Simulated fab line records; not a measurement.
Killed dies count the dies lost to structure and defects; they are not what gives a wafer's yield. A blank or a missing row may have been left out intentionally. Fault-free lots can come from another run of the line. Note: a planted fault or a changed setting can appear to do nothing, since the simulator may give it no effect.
Comparing a struck lot with a sound one + flow sky130 + 20 out of 708 route steps
Sound: wafers L903.4, L903.5, L903.6. Wafers L910.1, L910.3, L910.4 were the ones struck. The cause is named last.
For every step that has rows: the tool of each side, followed by ch and its chambers, followed by its first start. Under that, the readings that differ: sound wafers + struck wafers + difference of the means + sigmas: that difference in standard deviations of wafers without a fault.
alike: a reading whose means differ by less than 2 such deviations, as well as words and numbers matching on both sides. not compared: withheld readings; readings where some wafer has no value; bounds like >300 that might hide an equal value; numbers whose values overlap and for which the record gives no deviation.
The two part at a step that has a row with sigmas, a row that says differs or no value, or rows on one side only. Non-overlapping numbers with no deviation appear without sigmas and do not part them. Lack of a reading on every wafer of one side parts them only where that side has two or more wafers.

first, 4 steps without rows for these wafers: SKY_METAL1_STRIP_21 (strips in post etch residue remover, time 1200 s); SKY_METAL1_CLEAN_22 (cleans in IPA, time 180 s); SKY_METAL1_CLEAN_23 (cleans in O3/DIW); SKY_VIA1_HDPCVD_00 (deposits SiO2, target thk 1030 nm, time 171.7 s).
SKY_VIA1_THK_MEAS_01:
  struck on film-metro-03, day 35 15:01; sound on film-metro-03, day 33 02:19
  alike: VIA1_HDPCVD_THK
SKY_VIA1_CMP_02: polishes SiO2.
  sound on cmp-01 ch 0,1,3, day 33 02:26; struck on cmp-01 ch 0,2,3, day 35 15:08
  alike: motor-current-A, slurry-filter-dp-kPa
SKY_VIA1_BOW_MEAS_03:
  struck on film-metro-01, day 35 15:23; sound on film-metro-03, day 33 02:42
  alike: VIA1_BOW
then, 5 steps without rows for these wafers: SKY_VIA1_DEHYDRATE_04 (time 60 s); SKY_VIA1_HMDS_05 (prime time 60 s); SKY_VIA1_COAT_06 (resist thk 60 nm); SKY_VIA1_COAT_07 (resist thk 450 nm); SKY_VIA1_SOFTBAKE_08 (time 90 s).
SKY_VIA1_EXPOSE_09: exposes mask VIM, target cd 150 nm.
  sound on krf-scanner-02 ch 0, day 33 16:28; struck on krf-scanner-02 ch 0, day 36 04:33
| reading              | sound             | struck            | difference | sigmas |
|----------------------|-------------------|-------------------|------------|--------|
| exposure-dose-mJ-cm2 | 37.94 37.92 37.98 | 38.82 38.86 38.88 | +0.91      | +25    |
  alike: mask
then, 2 steps without rows for these wafers: SKY_VIA1_PEB_10; SKY_VIA1_DEVELOP_11 (develop time 60 s).
SKY_VIA1_CD_MEAS_12 targets a cd of 150 nm.
  struck on cd-sem-02, day 36 16:47; sound on cd-sem-01, day 34 05:30
| reading    | sound             | struck            | difference | sigmas |
|------------|-------------------|-------------------|------------|--------|
| cd-nm (nm) | 149.2 149.8 149.5 | 155.3 154.4 155.3 | +5.5       | +3     |
SKY_VIA1_OVL_MEAS_13:
  struck on overlay-02, day 36 16:55; sound on overlay-02, day 34 05:35
  alike: VIA1_OVL
SKY_VIA1_ETCH_14: etches BARC in N2/H2, stops on SiO2, time 45.9 s, target depth 60 nm.
  sound on rie-diel-03 ch 0,1,3, day 34 05:36; struck on rie-diel-02 ch 2,3, day 36 16:57
| reading               | sound             | struck            | difference | sigmas |
|-----------------------|-------------------|-------------------|------------|--------|
| model.VIA1.cd-nm (nm) | 149.3 150.8 149.2 | 155.3 154.1 154.9 | +5.0       |        |
  alike: drypump-motor-current-A, n2-flow-sccm, oes-product-au, throttle-valve-pct
  not compared: rf-hours-counter-h
SKY_VIA1_ETCH_15: etches SiO2 in C4F8/O2/Ar, stops on TiN, target depth 351 nm, time 54 s.
  sound on rie-diel-03 ch 0,1,3, day 34 05:38; struck on rie-diel-02 ch 2,3, day 36 16:59
  alike: oes-product-au
  not compared: rf-hours-counter-h
-- the record jumps here: 11 days lie between the struck wafers' starts before and after (it left off in module VIA1 and takes up again in module PAD_OPEN, whose first step shown is number 708 of the route) --
SKY_PAD_OPEN_PROBE_99:
  struck on prober-02, day 48 01:32; sound on prober-01, day 45 23:17
  alike: defect-limited-yield, killed_at_M0_to_M3, killed_at_M4_up, killed-at-contacts, killed-at-front-end, killed-at-other, killed-dies, killed-open, killed-short, sort_bin_3_pad_short, sort_bin_5_function, sort_bin_6_memory, sort-n-pass, sort-yield-pct

WHERE THEY PART
Last at SKY_VIA1_CD_MEAS_12 as far as this record goes, first at SKY_VIA1_EXPOSE_09. Later steps at which nothing parts them and some readings are alike: SKY_VIA1_OVL_MEAS_13, SKY_VIA1_ETCH_14, SKY_VIA1_ETCH_15, SKY_PAD_OPEN_PROBE_99.

WHY: what had been put in by the simulator
Process parameters drifting: krf-scanner-02 at SKY_VIA1_EXPOSE_09, beginning at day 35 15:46. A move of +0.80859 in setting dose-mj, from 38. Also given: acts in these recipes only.
